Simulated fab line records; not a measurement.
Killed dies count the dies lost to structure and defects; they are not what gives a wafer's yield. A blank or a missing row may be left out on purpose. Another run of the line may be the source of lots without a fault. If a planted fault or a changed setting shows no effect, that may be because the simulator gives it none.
Which tool is to blame? :: flow gf180mcu :: Sampling: 15 lots, 45 wafers, 3 of 602 route steps

== WHAT THE GAUGES SHOWED, per wafer ==
GF_M2_CD_MEAS_14: target cd 280 nm. Usual: cd-nm 280.2 nm, standard deviation 1.3.
lot: L949
measured: day 19 18:42
on: cd-sem-01
cd-nm (nm): 280.7 280.1 280.2
flag: 

lot: L950
measured: day 20 06:55
on: cd-sem-02
cd-nm (nm): 281.1 280.8 280.7
flag: 

lot: L951
measured: day 20 12:17
on: cd-sem-02
cd-nm (nm): 279.3 277.6 278.5
flag: 

lot: L952
measured: day 20 16:32
on: cd-sem-01
cd-nm (nm): 277.3 277.8 277.9
flag: 

lot: L954
measured: day 20 22:21
on: cd-sem-01
cd-nm (nm): 279.5 279.5 280.2
flag: 

lot: L955
measured: day 21 14:22
on: cd-sem-02
cd-nm (nm): 279.9 280.2 280.4
flag: 

lot: L958
measured: day 22 09:51
on: cd-sem-02
cd-nm (nm): 279.9 279.6 281.1
flag: 

lot: L960
measured: day 23 12:39
on: cd-sem-02
cd-nm (nm): 282.0 282.9 282.1
flag: 

lot: L961
measured: day 23 19:37
on: cd-sem-01
cd-nm (nm): 280.7 280.0 281.0
flag: 

lot: L962
measured: day 24 01:38
on: cd-sem-02
cd-nm (nm): 280.1 281.3 279.8
flag: 

lot: L966
measured: day 25 10:52
on: cd-sem-01
cd-nm (nm): 282.0 281.7 281.1
flag: 

lot: L969
measured: day 26 05:56
on: cd-sem-02
cd-nm (nm): 281.5 283.2 281.5
flag: 

lot: L970
measured: day 26 14:44
on: cd-sem-02
cd-nm (nm): 278.8 280.2 279.0
flag: 

lot: L971
measured: day 26 19:40
on: cd-sem-01
cd-nm (nm): 280.8 279.6 279.9
flag: 

lot: L972
measured: day 27 01:47
on: cd-sem-01
cd-nm (nm): 279.2 278.6 277.8
flag: 

GF_V2_THK_MEAS_01. Usual: V2_CVD_00_THK 599 nm, standard deviation 5.
lot: L949
measured: day 19 19:34
on: film-metro-04
V2_CVD_00_THK (nm): 600 603 600
flag: 

lot: L950
measured: day 20 07:54
on: film-metro-02
V2_CVD_00_THK (nm): 592 592 598
flag: 

lot: L951
measured: day 20 13:10
on: film-metro-04
V2_CVD_00_THK (nm): 604 604 607
flag: 

lot: L952
measured: day 20 17:25
on: film-metro-04
V2_CVD_00_THK (nm): 606 596 593
flag: 

lot: L954
measured: day 20 23:13
on: film-metro-03
V2_CVD_00_THK (nm): 605 602 597
flag: 

lot: L955
measured: day 21 15:20
on: film-metro-03
V2_CVD_00_THK (nm): 608 598 599
flag: 

lot: L958
measured: day 22 10:43
on: film-metro-04
V2_CVD_00_THK (nm): 593 590 595
flag: 

lot: L960
measured: day 23 13:31
on: film-metro-03
V2_CVD_00_THK (nm): 602 594 597
flag: 

lot: L961
measured: day 23 20:28
on: film-metro-04
V2_CVD_00_THK (nm): 604 599 602
flag: 

lot: L962
measured: day 24 02:31
on: film-metro-04
V2_CVD_00_THK (nm): 602 601 599
flag: 

lot: L966
measured: day 25 11:44
on: film-metro-02
V2_CVD_00_THK (nm): 606 604 606
flag: 

lot: L969
measured: day 26 06:49
on: film-metro-04
V2_CVD_00_THK (nm): 595 605 593
flag: 

lot: L970
measured: day 26 15:38
on: film-metro-03
V2_CVD_00_THK (nm): 598 606 599
flag: 

lot: L971
measured: day 26 20:34
on: film-metro-02
V2_CVD_00_THK (nm): 597 603 598
flag: 

lot: L972
measured: day 27 02:47
on: film-metro-03
V2_CVD_00_THK (nm): 601 597 596
flag: 

GF_V2_OVL_MEAS_15. Usual: V2_OVL 3 nm, standard deviation 5.3.
lot: L949
measured: day 20 20:34
on: overlay-01
V2_OVL (nm): 2 3 11
flag: 

lot: L950
measured: day 21 08:56
on: overlay-01
V2_OVL (nm): 0 3 3
flag: 

lot: L951
measured: day 21 13:52
on: overlay-01
V2_OVL (nm): 7 4 9
flag: 

lot: L952
measured: day 21 18:04
on: overlay-01
V2_OVL (nm): -1 0 9
flag: 

lot: L954
measured: day 22 00:32
on: overlay-02
V2_OVL (nm): 3 5 -3
flag: 

lot: L955
measured: day 22 15:29
on: overlay-01
V2_OVL (nm): 7 12 0
flag: 

lot: L958
measured: day 23 10:25
on: overlay-02
V2_OVL (nm): 8 -9 -3
flag: 

lot: L960
measured: day 24 12:31
on: overlay-01
V2_OVL (nm): -15 -12 -4
flag: 

lot: L961
measured: day 24 18:53
on: overlay-02
V2_OVL (nm): 9 0 5
flag: 

lot: L962
measured: day 25 01:04
on: overlay-01
V2_OVL (nm): 4 7 7
flag: 

lot: L966
measured: day 26 09:13
on: overlay-01
V2_OVL (nm): 0 1 -1
flag: 

lot: L969
measured: day 27 03:46
on: overlay-02
V2_OVL (nm): 9 5 -2
flag: 

lot: L970
measured: day 27 15:35
on: overlay-02
V2_OVL (nm): 5 5 5
flag: 

lot: L971
measured: day 27 16:47
on: overlay-01
V2_OVL (nm): 8 10 4
flag: 

lot: L972
measured: day 27 22:33
on: overlay-02
V2_OVL (nm): 9 3 10
flag: 

== EACH LOT AND THE TOOL THAT RAN IT (in order: tool; ch and the chambers of the sampled wafers; start) ==
The record holds no process step before these readings.

== WHAT THE TOOLS THEMSELVES READ (means of the sampled wafers that have a number; where no wafer has one, the mark that the record gives instead) ==
The record holds no such reading with a usual standard deviation.

== THE ANSWER, worked out from the rows above alone ==
Rule: lot off if the mean of its wafers having a number is beyond 3 standard deviations from the usual mean. Also off: a lot with no number at a reading for which 4 or more lots have one. The other lots that the step has rows for count as sound. First the gauges in route order, then the tools' own readings, where a lot's mean is used as printed above. The first step at which some lot is off is used, and at that step the reading that is off furthest; a lot without a number counts as furthest.
No lot is off on any of the readings shown, so nothing can be concluded from this.

== WHAT THE SIMULATOR PUT IN ==
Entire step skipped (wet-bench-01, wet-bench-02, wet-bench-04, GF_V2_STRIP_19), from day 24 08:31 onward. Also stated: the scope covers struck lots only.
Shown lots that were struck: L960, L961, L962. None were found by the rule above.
